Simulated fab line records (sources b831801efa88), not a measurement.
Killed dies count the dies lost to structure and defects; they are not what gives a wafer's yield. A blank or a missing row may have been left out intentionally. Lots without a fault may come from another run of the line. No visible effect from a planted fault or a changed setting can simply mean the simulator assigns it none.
Lot-split experiment | flow sky130 | route with 708 steps; 5 lots, 23 wafers read

## ON THE SPLIT
At SKY_NWELL_IMPLANT_11, the setting doseCm2 was moved away from the recipe's 1.9e+13 on 5 of the 23 wafers read, by +4.0% to +5.6%. The other wafers ran this setting at the recipe's value.

## FROM THE SPLIT TO THE READING: what the file shows between them, 10 steps
- SKY_NWELL_IMPLANT_12
- SKY_NWELL_IMPLANT_13
- SKY_NWELL_STRIP_14: strips in O2/N2
- SKY_NWELL_SOFTBAKE_19 (also split here: tempC)
- SKY_NWELL_EXPOSE_20: exposes mask NWM COMPLEMENT, target cd 840 nm
- SKY_NWELL_PEB_21
- SKY_NWELL_IMPLANT_24
- SKY_NWELL_STRIP_25: strips in O2/N2
- SKY_NWELL_CLEAN_27: cleans in SC1/SC2, time 150 s (also split here: timeS)
- SKY_NWELL_RTA_28: time 30 s

## THE READING
Measured at SKY_NWELL_RS_MEAS_29 by four-point probe: NWELL_RS, in ohm/sq. Fault-free wafers of this fab line usually give 624.3 ohm/sq, standard deviation 1.4 ohm/sq.

wafer  | tool, chamber at the split | doseCm2 as run | against the recipe | NWELL_RS, ohm/sq | against lot-mates on the recipe
L077.1 | implanter-04, 0            | 1.9e+13        | recipe             | 626.3            | -
L077.4 | implanter-04, 0            | 1.9e+13        | recipe             | 622.9            | -
L077.6 | implanter-04, 0            | 1.9e+13        | recipe             | 625.6            | -
L078.1 | implanter-02, 0            | 1.9e+13        | recipe             | 624.8            | -
L078.2 | implanter-02, 0            | 1.9e+13        | recipe             | 624.3            | -
L078.4 | implanter-02, 0            | 1.9e+13        | recipe             | 626.0            | -
L078.5 | implanter-02, 0            | 1.9e+13        | recipe             | 626.4            | -
L078.6 | implanter-02, 0            | 1.9e+13        | recipe             | 626.0            | -
L081.1 | implanter-04, 0            | 1.9e+13        | recipe             | 624.7            | -
L081.2 | implanter-04, 0            | 2.007e+13      | +5.6%              | 605.7            | -19.0
L081.3 | implanter-04, 0            | 2.007e+13      | +5.6%              | 606.5            | -18.2
L081.4 | implanter-04, 0            | 1.9e+13        | recipe             | 624.8            | -
L081.5 | implanter-04, 0            | 2.007e+13      | +5.6%              | 606.3            | -18.5
L082.2 | implanter-02, 0            | 1.976e+13      | +4.0%              | 611.4            | -12.4
L082.3 | implanter-02, 0            | 1.9e+13        | recipe             | 623.6            | -
L082.4 | implanter-02, 0            | 1.9e+13        | recipe             | 623.8            | -
L082.5 | implanter-02, 0            | 1.9e+13        | recipe             | 624.1            | -
L082.6 | implanter-02, 0            | 1.976e+13      | +4.0%              | 610.9            | -12.9
L083.1 | implanter-03, 0            | 1.9e+13        | recipe             | 623.3            | -
L083.3 | implanter-03, 0            | 1.9e+13        | recipe             | 624.4            | -
L083.4 | implanter-03, 0            | 1.9e+13        | recipe             | 622.4            | -
L083.5 | implanter-03, 0            | 1.9e+13        | recipe             | 623.0            | -
L083.6 | implanter-03, 0            | 1.9e+13        | recipe             | 622.6            | -

THE FIT
A straight line over all 23 wafers: NWELL_RS changes by -3.25 ohm/sq for each +1% of doseCm2; r = -0.99; the points scatter about the line by 1.2 ohm/sq.
The same after taking each lot's own level away (the mean of its wafers on the recipe; 23 wafers): -3.27 ohm/sq for each +1%; r = -0.99; scatter 0.79 ohm/sq.
Per that fit: largest doseCm2 move, reading shift of 18 ohm/sq.
Measured against the standard deviation above, the lots' own levels, which go from 623.14 to 625.50 ohm/sq, span 1.7 times it.
So the lot-to-lot level changes the slope little: the two slopes agree.
Check: with one of the wafers moved furthest among these (+5.6%) left out of the fit, the line predicts -18.2 ohm/sq for it against its lot-mates. Against them it came out at -19 ohm/sq.

## OTHER SPLITS APPLIED TO THESE WAFERS
Note: prior to the reading, these wafers also went through further splits. Each is held against what the fit with the lots' levels taken away leaves over:
other split on the same wafers        | wafers away from the commonest value | r with NWELL_RS (lot level and that fit taken away)
SKY_FIELD_ISO_CVD_03 tempC            | 18                                   | -0.05
SKY_FIELD_ISO_DEVELOP_12 developTimeS | 8                                    | +0.00
SKY_DNWELL_COAT_02 resistThkNm        | 9                                    | -0.06
SKY_DNWELL_DEVELOP_06 devTempC        | 11                                   | +0.23
SKY_NWELL_SOFTBAKE_06 tempC           | 6                                    | +0.07
SKY_NWELL_SOFTBAKE_19 tempC           | 6                                    | -0.08
SKY_NWELL_CLEAN_27 timeS              | 18                                   | +0.05

## FILE'S OWN FIT
NWELL_RS changes by -3.26 ohm/sq for each +1% of doseCm2, r = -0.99.
